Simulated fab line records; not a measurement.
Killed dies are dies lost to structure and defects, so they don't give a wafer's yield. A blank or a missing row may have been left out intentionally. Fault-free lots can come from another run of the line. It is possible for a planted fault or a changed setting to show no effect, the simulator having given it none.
fab line records | flow sfq-line
record: lots: 14 wafers: 42 last-day: 85
route steps=325 shown M3@129 R5@214 C5@243 M7@291
lots that met no fault: from a run of the same line without faults
start-h: hours from the record's first day to the start of the lot's first wafer shown | wait-h: hours since the lot's step before | " the same as in the row above | L1.1+2: several wafers, shown together as one row | - either no value or no given start | * or withheld: withheld | < > ~ a bound
route shown NAME@n: a module of which the file shows steps, and the number in the route of the first | usual: the fault-free wafers' mean and standard deviation | same: alike in all rows | chamber/n: place in a boat | sites: per-site readings | _std_site: the standard deviation of these | _edge_site: outer sites' mean less inner sites' | radius-mm: for every site, how far away it sits from the centre of the wafer | mask NAME#n: copy n | behind: the tool/chamber that last shaped the wafer | hold: reason for holding the lot/hours on hold/outcome of the hold | device: transistor that didn't switch, given as n, p or np | end of line: the tests these same wafers got at the end of their route | where a step has no rows: the recipe by itself | killed: count of dies lost to structure and defects at first sort (not the wafer's yield) | map: the dies of a wafer, with x for killed, . for not killed, _ for no die there
set.NAME: the run value of the setting; set.NAME@STEP: its run value at that earlier step | model.NAME: the simulator's own value behind a step, which no gauge read
route steps across a sampled set of lots; one table per step, one row per wafer
services: a tool's chamber out of use, with start hour (start-h, from the record's first day; less than 0 if before it), hours out, and reason
== steps ==
step: SFQ_TRILAYER_M3_BARC_OPEN_METAL_ETCH_100
recipe: mask-material: PR chemistry: O2 target-depth-nm: 125 target: BARC icp-w: 600 bias-w: 80 pressure-mtorr: 10 time-s: 41.7
usual: drypump-motor-current-A: 5.7/0.46 oes-product-au: 0.685/0.0051 rf-fwd-power-W: 591/3.7
columns lot.wafer tool chamber start-h wait-h drypump-motor-current-A oes-product-au rf-fwd-power-W rf-hours-counter-h
L280.1 rie-metal-04 1 1020.50 0.0 5.5 0.682 586 49
L280.2 " 0 " " 5.8 0.690 595 73
L280.6 " 0 " " 5.8 0.684 594 -
L281.2 rie-metal-04 1 1025.42 0.0 5.5 0.683 590 49
L281.3 " 0 " " 5.8 0.681 598 -
L281.4 " 1 " " 5.5 0.684 587 -
L283.2 rie-metal-02 0 1038.62 0.0 6.7 0.686 588 104
L283.3 " 1 " " 5.5 0.685 596 -
L283.5 " 0 " " 6.7 0.687 589 -
L285.4 rie-metal-02 1 1074.92 0.0 5.4 0.686 596 -
L285.5 " 0 " " 6.6 0.680 590 -
L285.6 " 1 " " 5.4 0.691 598 -
L286.2 rie-metal-03 0 1076.11 0.0 5.2 0.688 590 -
L286.3 " 0 " " 5.2 0.686 591 -
L286.6 " 0 " " 5.1 0.691 590 -
L287.1 rie-metal-04 1 1077.29 0.0 5.5 0.680 587 57
L287.2 " 0 " " 5.8 0.688 600 81
L287.5 " 0 " " 5.8 0.681 598 -
L289.2 rie-metal-04 0 1100.09 0.0 5.8 0.685 595 85
L289.4 " 0 " " 5.8 0.685 595 -
L289.6 " 0 " " 5.8 0.687 595 -
L291.3 rie-metal-04 0 1130.46 0.0 5.8 0.682 593 -
L291.5 " 0 " " 5.8 0.685 594 -
L291.6 " 1 " " 5.5 0.695 590 -
L294.2 rie-metal-04 1 1141.28 0.0 5.5 0.694 591 67
L294.5 " 1 " " 5.4 0.686 590 -
L294.6 " 0 " " 5.8 0.689 596 -
L295.1 rie-metal-03 0 1142.48 0.0 5.2 0.682 587 46
L295.4 " 1 " " 6.0 0.691 593 -
L295.6 " 1 " " 5.9 0.677 594 -
L296.3 rie-metal-03 0 1144.90 0.0 5.2 0.689 586 -
L296.4 " 1 " " 6.0 0.689 597 -
L296.6 " 0 " " 5.1 0.687 591 -
L297.2 rie-metal-04 1 1148.48 0.0 5.5 0.682 589 69
L297.4 " 1 " " 5.5 0.680 590 -
L297.5 " 0 " " 5.8 0.688 593 -
L302.4 rie-metal-04 1 1163.07 0.0 5.5 0.691 587 -
L302.5 " 1 " " 5.5 0.682 586 -
L302.6 " 0 " " 5.8 0.686 593 -
L303.1 rie-metal-03 0 1166.65 0.0 5.1 0.688 588 49
L303.5 " 0 " " 5.2 0.680 586 -
L303.6 " 1 " " 6.0 0.684 593 -
step: SFQ_TRILAYER_R5_DEP_SPUTTER_134
recipe: material: Ti base-pressure-pa: 1.33e-06 target-thk-nm: 5 power-w: 2000 time-s: 5 chamber-pressure-pa: 0.4
usual: chamber-pressure-pa: 0.4001/0.00075 throttle-valve-pct: 30.1/1.3
columns lot.wafer tool chamber start-h wait-h chamber-pressure-pa throttle-valve-pct
L280.1 pvd-sputter-05 - 1220.28 0.0 0.4002 30.8
L280.2 " - " " 0.4001 30.5
L280.6 " - " " 0.3997 30.8
L281.2 pvd-sputter-04 - 1221.56 0.0 0.4008 28.6
L281.3 " - " " 0.4007 30.0
L281.4 " - " " 0.3995 31.9
L283.2 pvd-sputter-04 - 1227.56 0.0 0.4002 29.9
L283.3 " - " " 0.4014 31.9
L283.5 " - " " 0.3997 32.0
L285.4 pvd-sputter-06 - 1383.63 0.0 0.3995 30.5
L285.5 " - " " 0.3990 31.0
L285.6 " - " " 0.3986 31.0
L286.2 pvd-sputter-05 - 1386.99 0.0 0.3996 30.6
L286.3 " - " " 0.3996 28.6
L286.6 " - " " 0.4005 30.7
L287.1 pvd-sputter-06 - 1390.59 0.0 0.3993 30.7
L287.2 " - " " 0.3996 28.6
L287.5 " - " " 0.3986 30.8
L289.2 pvd-sputter-05 - 1399.17 0.0 0.4001 30.9
L289.4 " - " " 0.3993 28.4
L289.6 " - " " 0.4011 30.5
L291.3 pvd-sputter-05 - 1412.32 0.0 0.4002 28.5
L291.5 " - " " 0.4015 28.6
L291.6 " - " " 0.4007 30.9
L294.2 pvd-sputter-05 - 1421.92 0.0 0.4006 30.6
L294.5 " - " " 0.3992 28.5
L294.6 " - " " 0.4004 30.7
L295.1 pvd-sputter-06 - 1423.12 0.0 0.4001 28.8
L295.4 " - " " 0.4004 30.8
L295.6 " - " " 0.3996 28.8
L296.3 pvd-sputter-04 - 1424.92 0.0 0.4009 29.9
L296.4 " - " " 0.4001 32.1
L296.6 " - " " 0.3996 28.3
L297.2 pvd-sputter-05 - 1429.12 0.0 0.3998 31.1
L297.4 " - " " 0.4013 30.4
L297.5 " - " " 0.4002 28.7
L302.4 pvd-sputter-05 - 1461.29 0.0 0.3994 30.7
L302.5 " - " " 0.3991 31.0
L302.6 " - " " 0.3992 30.6
L303.1 pvd-sputter-06 - 1464.29 0.0 0.4004 31.1
L303.5 " - " " 0.3998 27.6
L303.6 " - " " 0.3996 30.8
step: SFQ_TRILAYER_C5_LITHO_EXPOSE_152
recipe: mask-id: C5 na: 0.6 source-shape: conventional sigma-outer: 0.65 target-cd-nm: 500 dose-mj: 21.3
usual: exposure-dose-mJ-cm2: 21.303/0.019 focus-offset-nm: 0.0/0.48
columns lot.wafer tool chamber start-h wait-h mask exposure-dose-mJ-cm2 focus-offset-nm
L280.1 krf-scanner-01 0 1468.25 - C5#0 21.316 0.3
L280.2 " 0 " " C5#0 21.342 -0.1
L280.6 " 0 " " C5#0 21.281 -0.3
L281.2 krf-scanner-01 0 1472.05 - C5#0 21.298 -0.5
L281.3 " 0 " " C5#0 21.327 -0.8
L281.4 " 0 " " C5#0 21.306 -1.0
L283.2 krf-scanner-01 0 1478.05 - C5#0 21.289 0.4
L283.3 " 0 " " C5#0 21.288 -0.1
L283.5 " 0 " " C5#0 21.298 -0.1
L285.4 krf-scanner-01 0 1614.97 - C5#0 21.296 0.6
L285.5 " 0 " " C5#0 21.276 0.8
L285.6 " 0 " " C5#0 21.294 0.3
L286.2 krf-scanner-01 0 1615.77 - C5#0 21.318 -0.2
L286.3 " 0 " " C5#0 21.314 0.2
L286.6 " 0 " " C5#0 21.286 0.1
L287.1 krf-scanner-01 0 1616.77 - C5#0 21.311 -0.5
L287.2 " 0 " " C5#0 21.332 -0.1
L287.5 " 0 " " C5#0 21.315 0.0
L289.2 krf-scanner-01 0 1624.17 - C5#0 21.330 1.0
L289.4 " 0 " " C5#0 21.287 0.2
L289.6 " 0 " " C5#0 21.337 0.8
L291.3 krf-scanner-01 0 1632.77 - C5#0 21.319 0.9
L291.5 " 0 " " C5#0 21.285 -0.5
L291.6 " 0 " " C5#0 21.317 0.4
L294.2 krf-scanner-01 0 1651.91 - C5#0 21.303 0.5
L294.5 " 0 " " C5#0 21.300 -0.3
L294.6 " 0 " " C5#0 21.290 0.5
L295.1 krf-scanner-01 0 1654.11 - C5#0 21.273 -0.3
L295.4 " 0 " " C5#0 21.262 -0.5
L295.6 " 0 " " C5#0 21.284 -0.2
L296.3 krf-scanner-01 - 1655.71 - C5#0 - -
L296.4 " - " " C5#0 - -
L296.6 " - " " C5#0 - -
L297.2 krf-scanner-01 - 1656.71 - C5#0 - -
L297.4 " - " " C5#0 - -
L297.5 " - " " C5#0 - -
L302.4 krf-scanner-01 0 1673.91 - C5#0 21.312 0.0
L302.5 " 0 " " C5#0 21.282 0.0
L302.6 " 0 " " C5#0 21.299 -0.4
L303.1 krf-scanner-01 0 1674.51 - C5#0 21.304 0.5
L303.5 " 0 " " C5#0 21.337 -0.1
L303.6 " 0 " " C5#0 21.320 0.2
step: SFQ_M7_OVL_MEAS_945
usual: M7_OVL: 0/5.6
columns lot.wafer tool chamber start-h wait-h M7_OVL[nm]
L280.1 overlay-02 - 1749.46 0.1 -7
L280.2 " - " " -6
L280.6 " - " " -5
L281.2 overlay-02 - 1754.40 0.1 -2
L281.3 " - " " -1
L281.4 " - " " 3
L283.2 overlay-01 - 1764.12 0.1 -5
L283.3 " - " " 1
L283.5 " - " " -1
L285.4 overlay-01 - 1825.46 0.1 -3
L285.5 " - " " 1
L285.6 " - " " -1
L286.2 overlay-02 - 1829.05 0.1 10
L286.3 " - " " -2
L286.6 " - " " 2
L287.1 overlay-02 - 1833.84 0.1 1
L287.2 " - " " -1
L287.5 " - " " 4
L289.2 overlay-02 - 1854.11 0.1 8
L289.4 " - " " 10
L289.6 " - " " 9
L291.3 overlay-01 - 1868.64 0.1 1
L291.5 " - " " 9
L291.6 " - " " 7
L294.2 overlay-01 - 1899.83 0.1 2
L294.5 " - " " 1
L294.6 " - " " 7
L295.1 overlay-02 - 1903.43 0.1 2
L295.4 " - " " -1
L295.6 " - " " 1
L296.3 overlay-02 - 1905.84 0.1 -
L296.4 " - " " -
L296.6 " - " " -
L297.2 overlay-02 - 1907.03 0.1 -
L297.4 " - " " -
L297.5 " - " " -
L302.4 overlay-01 - 1958.21 0.1 -1
L302.5 " - " " 1
L302.6 " - " " -5
L303.1 overlay-01 - 1961.80 0.1 -5
L303.5 " - " " -5
L303.6 " - " " -7
== services ==
columns tool chamber start-h hours kind
krf-scanner-01 - 1022.56 1.0 pm
krf-scanner-01 - 1047.85 1.3 pm
krf-scanner-01 - 1060.92 0.3 repair
krf-scanner-01 - 1103.36 0.8 pm
krf-scanner-01 - 1110.48 1.3 repair
krf-scanner-01 - 1133.70 4.0 pm
krf-scanner-01 - 1174.72 11.6 pm
krf-scanner-01 - 1187.20 0.5 repair
krf-scanner-01 - 1191.31 1.0 pm
rie-metal-04 - 1200.38 0.2 repair
krf-scanner-01 - 1223.68 1.3 pm
krf-scanner-01 - 1271.78 0.8 pm
krf-scanner-01 - 1312.00 2.4 repair
pvd-sputter-05 - 1313.57 5.8 repair
rie-metal-04 - 1351.83 2.8 pm
krf-scanner-01 - 1359.99 4.4 pm
krf-scanner-01 - 1364.37 1.0 pm
krf-scanner-01 - 1378.02 11.8 repair
krf-scanner-01 - 1396.06 0.2 repair
krf-scanner-01 - 1399.58 1.3 pm
krf-scanner-01 - 1440.19 0.8 pm
krf-scanner-01 - 1529.45 1.0 pm
krf-scanner-01 - 1576.50 1.3 pm
krf-scanner-01 - 1610.02 0.8 pm
== key ==
first-sign: step: SFQ_TRILAYER_C5_LITHO_EXPOSE_152 reading: tool-record direction: missing
effect none on later readings
met-at SFQ_TRILAYER_C5_LITHO_EXPOSE_152
struck-lots L296,L297
not-acting-at SFQ_TRILAYER_M3_BARC_OPEN_METAL_ETCH_100,SFQ_TRILAYER_R5_DEP_SPUTTER_134,SFQ_M7_OVL_MEAS_945
onset-between 1654.11 1655.71
fault: kind: skipped-step-whole tool: krf-scanner-01 chamber: - onset-h: 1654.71 steps: SFQ_TRILAYER_C5_LITHO_EXPOSE_152 scope: struck-lots-only
